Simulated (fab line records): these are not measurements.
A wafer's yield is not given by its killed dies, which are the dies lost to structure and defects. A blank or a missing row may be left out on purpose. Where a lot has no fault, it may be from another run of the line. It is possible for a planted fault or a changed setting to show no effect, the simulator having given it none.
fab line records	flow gf180mcu
record: lots: 13	wafers: 39	lastDay: 34
route steps=602 shown DNWELL@41 LVPWELL@63 HV_LDD@186 M1@331
lots with no fault: from the same line, run without faults
startH: start of the lot's first displayed wafer, in hours after the record's first day	waitH: time in hours since the lot's previous step	" unchanged from the row above	L1.1+2: a single row standing in for several wafers	- no value, or no start was given	* or withheld: withheld	< > ~ a bound
route shown NAME@n: NAME is a module with steps in the file, n the number in the route of the first one	usual: average and standard deviation across the fault-free wafers	same: alike in all rows	chamber/n: place in a boat	sites: per-site readings	_std_site: their standard deviation	_edge_site: mean of outer sites minus mean of inner sites	radiusMm: how far each site lies from the wafer's centre	mask NAME#n: copy n	behind: the most recent tool/chamber to have shaped the wafer	hold: reason for holding the lot/hours on hold/outcome of the hold	device: the transistor (n, p or np) that didn't switch	end of line: the route-end tests of the same wafers	step lacking rows: just its recipe	killed: not the wafer's yield, but the dies lost to structure and defects at the first sort	map: the dies of a wafer, with x for killed, . for not killed, _ for no die there
set.NAME: the setting as run; set.NAME@STEP: as run at that earlier step	model.NAME: the simulator's own value behind a step, which no gauge read
the route's steps for a sample of lots (tables are steps, rows are wafers)
services: when a tool's chamber went out of use (startH, in hours from the record's first day, below 0 if earlier), for how many hours, and the reason
== steps ==
step: GF_DNWELL_TW_MEAS_09
usual: DNWELL_TW: 1349/15
lot.wafer	tool	chamber	startH	waitH	DNWELL_TW
L178.1	filmMetro-02	-	42.18	0.1	1351
L178.3	"	-	"	"	1350
L178.6	"	-	"	"	1352
L179.3	filmMetro-04	-	48.63	0.1	1344
L179.4	"	-	"	"	1341
L179.6	"	-	"	"	1345
L180.1	filmMetro-04	-	54.41	0.1	1349
L180.2	"	-	"	"	1340
L180.4	"	-	"	"	1338
L181.1	filmMetro-02	-	58.45	0.1	1360
L181.5	"	-	"	"	1363
L181.6	"	-	"	"	1362
L182.1	filmMetro-04	-	64.21	0.1	1357
L182.2	"	-	"	"	1362
L182.4	"	-	"	"	1355
L183.1	filmMetro-02	-	69.55	0.1	1362
L183.5	"	-	"	"	1359
L183.6	"	-	"	"	1372
L190.1	filmMetro-04	-	106.47	0.1	1329
L190.2	"	-	"	"	1337
L190.5	"	-	"	"	1335
L193.4	filmMetro-04	-	123.49	0.1	1343
L193.5	"	-	"	"	1345
L193.6	"	-	"	"	1339
L195.1	filmMetro-01	-	135.07	0.1	1349
L195.3	"	-	"	"	1342
L195.5	"	-	"	"	1343
L196.1	filmMetro-04	-	140.90	0.1	1336
L196.3	"	-	"	"	1338
L196.5	"	-	"	"	1342
L198.2	filmMetro-02	-	149.52	0.1	1357
L198.4	"	-	"	"	1353
L198.5	"	-	"	"	1357
L200.3	filmMetro-02	-	159.52	0.1	1352
L200.4	"	-	"	"	1358
L200.5	"	-	"	"	1361
L201.2	filmMetro-04	-	164.12	0.1	1317
L201.3	"	-	"	"	1319
L201.4	"	-	"	"	1321
step: GF_LVPWELL_IMPLANT_09
recipe: species: B	energyKev: 60	doseCm2: 5e+12	tiltDeg: 0
usual: faradayCurrentUA: 28.1/0.59
same: implantIonAmu: 11
lot.wafer	tool	chamber	startH	waitH	faradayCurrentUA
L178.1	implanter-03	0	68.82	0.1	28.0
L178.3	"	0	"	"	27.4
L178.6	"	0	"	"	27.4
L179.3	implanter-01	0	75.27	0.1	29.0
L179.4	"	0	"	"	28.1
L179.6	"	0	"	"	28.5
L180.1	implanter-01	0	81.69	0.1	27.3
L180.2	"	0	"	"	28.1
L180.4	"	0	"	"	28.4
L181.1	implanter-01	0	85.27	0.1	28.4
L181.5	"	0	"	"	27.7
L181.6	"	0	"	"	27.2
L182.1	implanter-03	0	91.87	0.1	27.1
L182.2	"	0	"	"	27.7
L182.4	"	0	"	"	28.2
L183.1	implanter-02	0	98.49	0.1	28.0
L183.5	"	0	"	"	27.4
L183.6	"	0	"	"	26.6
L190.1	implanter-02	0	136.04	0.1	27.5
L190.2	"	0	"	"	26.9
L190.5	"	0	"	"	27.5
L193.4	implanter-01	0	154.33	0.1	28.3
L193.5	"	0	"	"	28.9
L193.6	"	0	"	"	28.4
L195.1	implanter-01	0	167.56	0.1	28.0
L195.3	"	0	"	"	27.9
L195.5	"	0	"	"	28.3
L196.1	implanter-03	0	172.71	0.1	28.5
L196.3	"	0	"	"	27.5
L196.5	"	0	"	"	28.4
L198.2	implanter-01	0	182.11	0.1	27.9
L198.4	"	0	"	"	27.5
L198.5	"	0	"	"	27.6
L200.3	implanter-03	0	193.31	0.1	28.6
L200.4	"	0	"	"	27.9
L200.5	"	0	"	"	28.7
L201.2	implanter-01	0	198.23	0.1	27.6
L201.3	"	0	"	"	28.7
L201.4	"	0	"	"	28.6
step: GF_VT_IMPLANT_RS_MEAS_48
recipe: thkMeasGauge: four-point-probe
usual: LVPWELL_RS: 1198/3.6
lot.wafer	tool	chamber	startH	waitH	LVPWELL_RS[ohm/sq]
L178.1	filmMetro-03	-	159.01	0.1	1196
L178.3	"	-	"	"	1196
L178.6	"	-	"	"	1194
L179.3	filmMetro-01	-	165.95	0.1	1193
L179.4	"	-	"	"	1195
L179.6	"	-	"	"	1197
L180.1	filmMetro-03	-	172.61	0.1	1189
L180.2	"	-	"	"	1193
L180.4	"	-	"	"	1191
L181.1	filmMetro-01	-	177.44	0.1	1195
L181.5	"	-	"	"	1197
L181.6	"	-	"	"	1196
L182.1	filmMetro-03	-	186.21	0.1	1197
L182.2	"	-	"	"	1200
L182.4	"	-	"	"	1194
L183.1	filmMetro-03	-	192.09	0.1	1197
L183.5	"	-	"	"	1194
L183.6	"	-	"	"	1197
L190.1	filmMetro-04	-	238.82	0.1	1211
L190.2	"	-	"	"	1209
L190.5	"	-	"	"	1198
L193.4	filmMetro-03	-	261.58	0.1	1193
L193.5	"	-	"	"	1196
L193.6	"	-	"	"	1196
L195.1	filmMetro-01	-	279.24	0.1	1196
L195.3	"	-	"	"	1199
L195.5	"	-	"	"	1202
L196.1	filmMetro-01	-	282.97	0.1	1199
L196.3	"	-	"	"	1197
L196.5	"	-	"	"	1193
L198.2	filmMetro-01	-	294.26	0.1	1197
L198.4	"	-	"	"	1197
L198.5	"	-	"	"	1197
L200.3	filmMetro-04	-	307.37	0.1	1204
L200.4	"	-	"	"	1202
L200.5	"	-	"	"	1205
L201.2	filmMetro-01	-	312.13	0.1	1196
L201.3	"	-	"	"	1196
L201.4	"	-	"	"	1201
step: GF_HV_LDD_STRIP_10
recipe: chemistry: O2/N2	powerW: 1400	pressureMtorr: 1500	platenTempC: 250	o2FlowSccm: 3000	n2FlowSccm: 300	overashFraction: 0.5
usual: drypumpMotorCurrentA: 5.9/0.32	heaterPowerW: 341/31	oesProductAu: 0.716/0.0044	stripTimeToEndpointS: 12.63/0.037
lot.wafer	tool	chamber	startH	waitH	drypumpMotorCurrentA	heaterPowerW	oesProductAu	rfHoursCounterH	stripTimeToEndpointS
L178.1	plasmaAsher-04	1	218.85	0.1	6.2	311	0.723	58	12.63
L178.3	"	0	"	"	5.8	352	0.709	-	12.59
L178.6	"	1	"	"	6.2	305	0.720	-	12.59
L179.3	plasmaAsher-01	0	225.94	0.1	5.8	292	0.717	-	12.65
L179.4	"	1	"	"	5.4	363	0.717	-	12.69
L179.6	"	1	"	"	5.4	368	0.712	-	12.63
L180.1	plasmaAsher-01	0	232.21	0.1	5.8	297	0.711	56	12.57
L180.2	"	1	"	"	5.4	357	0.713	56	12.62
L180.4	"	1	"	"	5.4	362	0.713	-	12.59
L181.1	plasmaAsher-01	0	238.61	0.1	5.9	294	0.714	57	12.67
L181.5	"	0	"	"	5.8	293	0.720	-	12.71
L181.6	"	1	"	"	5.4	371	0.712	-	12.69
L182.1	plasmaAsher-01	1	249.46	0.1	5.4	371	0.719	58	12.59
L182.2	"	0	"	"	5.9	295	0.713	58	12.59
L182.4	"	0	"	"	5.9	298	0.716	-	12.63
L183.1	plasmaAsher-01	0	253.00	0.1	5.9	290	0.710	58	12.59
L183.5	"	1	"	"	5.4	373	0.713	-	12.59
L183.6	"	0	"	"	5.9	286	0.716	-	12.59
L190.1	plasmaAsher-04	1	306.50	0.1	6.2	312	0.724	67	12.55
L190.2	"	0	"	"	5.8	355	0.716	67	12.58
L190.5	"	1	"	"	6.2	313	0.723	-	12.57
L193.4	plasmaAsher-04	1	340.14	0.1	6.2	311	0.718	-	12.68
L193.5	"	0	"	"	5.9	344	0.721	-	12.67
L193.6	"	1	"	"	6.2	314	0.712	-	12.65
L195.1	plasmaAsher-04	0	356.11	0.1	5.8	360	0.712	72	12.65
L195.3	"	0	"	"	5.9	351	0.716	-	12.65
L195.5	"	0	"	"	5.8	348	0.717	-	12.65
L196.1	plasmaAsher-04	1	356.33	0.1	6.2	310	0.714	72	12.55
L196.3	"	1	"	"	6.2	313	0.715	-	12.56
L196.5	"	1	"	"	6.2	303	0.722	-	12.57
L198.2	plasmaAsher-03	0	372.18	0.1	5.8	339	0.727	27	12.65
L198.4	"	0	"	"	5.7	330	0.717	-	12.69
L198.5	"	1	"	"	6.3	394	0.712	-	12.64
L200.3	plasmaAsher-04	1	382.40	0.1	6.2	316	0.716	-	12.64
L200.4	"	0	"	"	5.8	346	0.719	-	12.66
L200.5	"	1	"	"	6.2	312	0.715	-	12.65
L201.2	plasmaAsher-03	0	397.95	0.1	5.8	330	0.716	30	12.65
L201.3	"	0	"	"	5.8	336	0.719	-	12.67
L201.4	"	1	"	"	6.4	378	0.713	-	12.65
step: GF_M1_METAL_ETCH_16
recipe: chemistry: Cl2/BCl3	maskMaterial: KrF	targetDepthNm: 750.8	stopOn: SiO2	pressureMtorr: 8	icpW: 800	biasW: 140	Cl2_flow_sccm: 80	bcl3FlowSccm: 40	timeS: 125.1
usual: drypumpMotorCurrentA: 5.8/0.44	oesProductAu: 0.992/0.0056	throttleValvePct: 28.229/0.01
lot.wafer	tool	chamber	startH	waitH	drypumpMotorCurrentA	oesProductAu	rfHoursCounterH	throttleValvePct
L178.1	rieMetal-02	1	387.39	0.0	5.6	0.989	0	28.209
L178.3	"	1	"	"	5.6	0.994	-	28.226
L178.6	"	1	"	"	5.6	0.990	-	28.230
L179.3	rieMetal-03	1	395.10	0.1	5.0	1.001	-	28.219
L179.4	"	0	"	"	6.0	0.982	-	28.223
L179.6	"	1	"	"	5.0	0.992	-	28.207
L180.1	rieMetal-01	1	404.54	0.0	6.0	0.990	6	28.241
L180.2	"	0	"	"	5.9	0.985	13	28.260
L180.4	"	1	"	"	6.0	0.995	-	28.231
L181.1	rieMetal-03	0	410.04	0.0	6.0	0.992	6	28.230
L181.5	"	0	"	"	6.0	0.992	-	28.253
L181.6	"	1	"	"	5.0	0.988	-	28.231
L182.1	rieMetal-02	0	428.44	0.0	6.5	0.999	1	28.220
L182.2	"	1	"	"	5.6	0.994	1	28.233
L182.4	"	1	"	"	5.6	0.992	-	28.219
L183.1	rieMetal-03	0	428.73	0.0	6.0	0.994	6	28.223
L183.5	"	0	"	"	6.0	0.991	-	28.236
L183.6	"	1	"	"	5.0	0.993	-	28.232
L190.1	rieMetal-03	1	494.61	0.0	5.1	0.993	7	28.213
L190.2	"	0	"	"	6.0	0.996	8	28.230
L190.5	"	1	"	"	5.1	0.996	-	28.216
L193.4	rieMetal-03	0	533.22	0.1	6.0	0.994	-	28.206
L193.5	"	0	"	"	6.0	0.987	-	28.247
L193.6	"	1	"	"	5.0	1.003	-	28.221
L195.1	rieMetal-02	0	549.52	0.0	6.5	0.999	4	28.233
L195.3	"	1	"	"	5.6	0.995	-	28.221
L195.5	"	0	"	"	6.5	1.011	-	28.222
L196.1	rieMetal-03	0	550.87	0.0	6.0	0.993	9	28.213
L196.3	"	1	"	"	5.0	0.998	-	28.217
L196.5	"	0	"	"	6.0	0.984	-	28.252
L198.2	rieMetal-01	1	567.41	0.0	6.0	0.990	10	28.249
L198.4	"	0	"	"	5.8	0.989	-	28.245
L198.5	"	1	"	"	6.0	0.985	-	28.244
L200.3	rieMetal-01	1	577.67	0.1	6.0	0.996	-	28.230
L200.4	"	0	"	"	5.8	0.994	-	28.211
L200.5	"	1	"	"	6.0	0.992	-	28.217
L201.2	rieMetal-01	1	589.87	0.0	6.0	0.990	11	28.240
L201.3	"	0	"	"	5.8	0.991	-	28.238
L201.4	"	1	"	"	6.0	0.998	-	28.223
== services ==
tool	chamber	startH	hours	kind
rieMetal-01	0	51.05	8.2	repair
plasmaAsher-01	-	68.76	0.7	repair
rieMetal-01	-	75.81	0.4	repair
implanter-03	-	82.77	3.6	repair
plasmaAsher-01	-	92.01	5.3	repair
implanter-01	-	100.18	3.2	pm
implanter-03	-	100.72	3.0	repair
rieMetal-01	1	134.16	4.3	repair
plasmaAsher-04	-	175.62	7.5	repair
plasmaAsher-01	-	189.27	4.0	repair
rieMetal-03	1	230.96	17.1	repair
plasmaAsher-01	-	282.28	2.1	repair
implanter-01	-	295.83	2.7	pm
rieMetal-03	-	329.85	11.1	repair
rieMetal-03	0	353.89	3.7	repair
implanter-01	-	396.81	1.3	repair
plasmaAsher-01	-	402.60	7.5	repair
plasmaAsher-04	-	404.46	0.7	repair
plasmaAsher-04	-	421.25	9.0	pm
plasmaAsher-04	-	510.31	9.6	repair
plasmaAsher-04	-	552.58	4.7	repair
implanter-01	-	557.85	3.4	repair
implanter-01	-	564.18	14.7	pm
plasmaAsher-04	-	566.68	2.8	pm
== key ==
firstSign: step: GF_VT_IMPLANT_RS_MEAS_48	reading: LVPWELL_RS	direction: up	sigmas: 3.4	usual: 1198	struck: 1210
effect none on later readings
metAt GF_LVPWELL_IMPLANT_09
struckLots L190
struckWafers L190.1,L190.2
testerLeftOut L190
notActingAt GF_DNWELL_TW_MEAS_09,GF_HV_LDD_STRIP_10,GF_M1_METAL_ETCH_16
onsetBetween 98.49 136.04
fault: kind: processParameterDrift	tool: implanter-02	chamber: -	onsetH: 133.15	steps: GF_LVPWELL_IMPLANT_09	channel: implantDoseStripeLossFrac	offset: 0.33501	shape: step	endH: 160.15	scope: struckWafersOnly
testerLeftOut: of these lots the tester's yield and bins aren't shown, on N5 and GAA mostly nor the transistor test; their killed dies are dies lost to structure and defects alone, not to doping, threshold or leakage, so they don't give the yield
